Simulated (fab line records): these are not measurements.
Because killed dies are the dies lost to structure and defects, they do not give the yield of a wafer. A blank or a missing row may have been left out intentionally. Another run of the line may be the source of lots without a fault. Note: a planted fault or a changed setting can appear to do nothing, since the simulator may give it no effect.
Which of the tools did it? | flow sfq line | 14 lots, 42 wafers sampled, at 2 steps of a route of 325

## WHAT THE GAUGES SHOWED, per wafer
Not one reading of a measure or inspect step in the record can be checked against a usual standard deviation.

## WHICH TOOL RAN EACH LOT (tool, then ch and the chambers of the sampled wafers, then the start)
lot  | SFQ_TRILAYER_M6_LITHO_COAT_164    | SFQ_TRILAYER_M6_BARC_OPEN_METAL_ETCH_206
L483 | litho track-04 ch 0, day 71 18:57 | rie metal-03 ch 0,1, day 71 21:11
L484 | litho track-02 ch 0, day 72 04:32 | rie metal-01 ch 0,1, day 72 06:50
L488 | litho track-02 ch 0, day 72 21:31 | rie metal-04 ch 0,1, day 77 02:26
L489 | litho track-02 ch 0, day 72 23:37 | rie metal-03 ch 0,1, day 77 04:50
L490 | litho track-04 ch 0, day 73 10:25 | rie metal-01 ch 0,1, day 77 16:50
L491 | litho track-02 ch 0, day 73 15:10 | rie metal-04 ch 0,1, day 77 20:26
L497 | litho track-02 ch 0, day 76 15:09 | rie metal-01 ch 0,1, day 79 09:38
L499 | litho track-02 ch 0, day 79 14:27 | rie metal-04 ch 1, day 79 23:16
L501 | litho track-04 ch 0, day 80 02:52 | rie metal-04 ch 0,1, day 80 06:28
L502 | litho track-02 ch 0, day 80 04:07 | rie metal-01 ch 0,1, day 80 07:41
L503 | litho track-01 ch 0, day 80 05:16 | rie metal-01 ch 0,1, day 80 10:10
L504 | litho track-02 ch 0, day 80 06:25 | rie metal-01 ch 0,1, day 80 12:34
L505 | litho track-04 ch 0, day 80 12:34 | rie metal-04 ch 0,1, day 80 16:10
L506 | litho track-02 ch 0, day 81 06:07 | rie metal-03 ch 0,1, day 81 08:24
- SFQ_TRILAYER_M6_LITHO_COAT_164: resist thk 62 nm.
- SFQ_TRILAYER_M6_BARC_OPEN_METAL_ETCH_206: etches BARC in O2, target depth 125 nm, time 41.7 s.

## AS READ BY THE TOOLS THEMSELVES (means over the sampled wafers that have a number; for cases with no such wafer, the mark the record gives instead)
SFQ_TRILAYER_M6_LITHO_COAT_164.
lot  | tool           | spin speed rpm (rpm)
L483 | litho track-04 | 2999.0
L484 | litho track-02 | 3001.1
L488 | litho track-02 | 2999.1
L489 | litho track-02 | 2576.6
L490 | litho track-04 | 2996.7
L491 | litho track-02 | 2573.6
L497 | litho track-02 | 2999.9
L499 | litho track-02 | 2999.5
L501 | litho track-04 | 2999.3
L502 | litho track-02 | 2998.0
L503 | litho track-01 | 3001.9
L504 | litho track-02 | 2999.9
L505 | litho track-04 | 3001.7
L506 | litho track-02 | 2999.1

SFQ_TRILAYER_M6_BARC_OPEN_METAL_ETCH_206.
lot  | tool         | bias w (W) | drypump motor current A (A) | oes product au (a.u.)
L483 | rie metal-03 | 79.98      | 5.8                         | 0.683
L484 | rie metal-01 | 79.82      | 5.9                         | 0.685
L488 | rie metal-04 | 79.88      | 5.1                         | 0.683
L489 | rie metal-03 | 79.76      | 5.3                         | 0.707
L490 | rie metal-01 | 80.10      | 5.8                         | 0.683
L491 | rie metal-04 | 80.07      | 5.1                         | 0.707
L497 | rie metal-01 | 80.09      | 5.9                         | 0.687
L499 | rie metal-04 | 79.90      | 4.9                         | 0.682
L501 | rie metal-04 | 79.82      | 5.2                         | 0.687
L502 | rie metal-01 | 79.79      | 5.9                         | 0.688
L503 | rie metal-01 | 79.97      | 6.0                         | 0.685
L504 | rie metal-01 | 79.97      | 5.9                         | 0.681
L505 | rie metal-04 | 80.11      | 5.1                         | 0.681
L506 | rie metal-03 | 79.88      | 5.4                         | 0.689

## THE ANSWER, worked out from the rows above alone
Rule: what is usual is taken from the lots themselves. The widest of any qualifying gaps counts: lots, ordered by their means at a reading, are off when they make up no more than a third of the lots, leave a main group of 4 or more, and stand apart from it by 3 or more times the standard deviation of that group's means. If all means in a main group match to the digits the tables above print for the reading, that group is not used. Also off: a lot with no number at a reading for which 4 or more lots have one. The other lots that the step has rows for count as sound. First the gauges in route order, then the tools' own readings, where a lot's mean is used as printed above. At the first step where some lot is off, the reading lying furthest off is the one used; lots without a number count as furthest.
Off, at SFQ_TRILAYER_M6_LITHO_COAT_164 on spin speed rpm: L489, L491. Main group: mean 2999.6 rpm, sd 1.4.
A tool fits if, at that step or a process step before it, it ran every lot that is off, and no sound lot after the first of them. Not one of the candidates tried fits.

## WHAT THE SIMULATOR HAD INSERTED
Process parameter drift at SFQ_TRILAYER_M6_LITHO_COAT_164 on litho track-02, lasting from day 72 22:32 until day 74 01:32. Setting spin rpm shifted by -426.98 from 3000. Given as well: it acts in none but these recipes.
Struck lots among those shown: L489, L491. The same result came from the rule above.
